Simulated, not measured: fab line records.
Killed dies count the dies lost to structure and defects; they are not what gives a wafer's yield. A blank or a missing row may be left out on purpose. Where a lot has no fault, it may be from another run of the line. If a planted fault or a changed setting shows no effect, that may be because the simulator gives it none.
Chamber matching + flow sky130 + 4 sister chambers for SKY_POLY_CUT_ETCH_11 on rie-diel-01
The step etches Si3N4 in CF4/CH2F2/Ar, stops on poly-Si, time 42.5 s, target depth 60 nm. 14 wafers are shown with their chamber, then 7 later ones without.

## WAFERS WITH THEIR CHAMBER
| wafer  | chamber | drypump-motor-current-A (A) | oes-product-au (a.u.) | throttle-valve-pct (%) |
|--------|---------|-----------------------------|-----------------------|------------------------|
| L335.1 | 0       | 5.69                        | 0.839                 | 14.978                 |
| L335.2 | 1       | 5.41                        | 0.827                 | 15.011                 |
| L335.3 | 3       | 5.81                        | 0.839                 | 14.996                 |
| L340.1 | 2       | 5.84                        | 0.833                 | 15.003                 |
| L340.2 | 0       | 5.73                        | 0.835                 | 14.998                 |
| L340.6 | 1       | 5.37                        | 0.837                 | 14.993                 |
| L341.2 | 3       | 5.79                        | 0.841                 | 14.996                 |
| L341.3 | 1       | 5.41                        | 0.843                 | 14.992                 |
| L341.6 | 0       | 5.69                        | 0.825                 | 15.006                 |
| L342.2 | 1       | 5.39                        | 0.839                 | 14.989                 |
| L342.3 | 2       | 5.85                        | 0.832                 | 14.991                 |
| L342.4 | 3       | 5.82                        | 0.838                 | 14.987                 |
| L344.4 | 3       | 5.80                        | 0.835                 | 14.986                 |
| L344.5 | 0       | 5.74                        | 0.832                 | 14.999                 |

SIGNATURES (averages over the wafers above)
| reading                 | chamber 0 | chamber 1 | chamber 2 | chamber 3 | scatter within a chamber |
|-------------------------|-----------|-----------|-----------|-----------|--------------------------|
| drypump-motor-current-A | 5.7125    | 5.3950    | 5.8450    | 5.8050    | 0.0193                   |
| oes-product-au          | 0.83275   | 0.83650   | 0.83250   | 0.83825   | 0.00513                  |
| throttle-valve-pct      | 14.99525  | 14.99625  | 14.99700  | 14.99125  | 0.00947                  |
Rule: a wafer's distance from a chamber is the root of the sum, over the readings, of the square of ((its reading less the chamber's mean) divided by the reading's scatter). If the next closest chamber is less than 2 further off than the closest, the wafer can't be placed; otherwise it belongs to the closest. How the scatter is found: for the shown wafers, subtract from each reading the mean of its chamber, square and add these, divide the total by (wafers less chambers), then take the root.

## WAFERS WITHOUT THEIR CHAMBER
| wafer  | drypump-motor-current-A (A) | oes-product-au (a.u.) | throttle-valve-pct (%) |
|--------|-----------------------------|-----------------------|------------------------|
| L344.6 | 5.38                        | 0.849                 | 14.978                 |
| L347.1 | 5.81                        | 0.840                 | 14.995                 |
| L347.3 | 5.84                        | 0.834                 | 15.002                 |
| L347.5 | 5.86                        | 0.832                 | 14.993                 |
| L349.3 | 5.83                        | 0.854                 | 15.013                 |
| L349.5 | 5.85                        | 0.835                 | 14.989                 |
| L351.5 | 5.84                        | 0.828                 | 15.004                 |

## WHICH CHAMBER EACH WENT THROUGH
| wafer  | from the rows above     | in truth |
|--------|-------------------------|----------|
| L344.6 | 1                       | 1        |
| L347.1 | can't be placed: 3 or 2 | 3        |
| L347.3 | can't be placed: 2 or 3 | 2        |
| L347.5 | 2                       | 2        |
| L349.3 | can't be placed: 3 or 2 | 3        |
| L349.5 | can't be placed: 2 or 3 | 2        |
| L351.5 | can't be placed: 2 or 3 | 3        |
Correctly placed: 2 of 7. Can't be placed from these rows: 5 (the true chamber is among the candidates in 5). Number placed wrongly: 0.
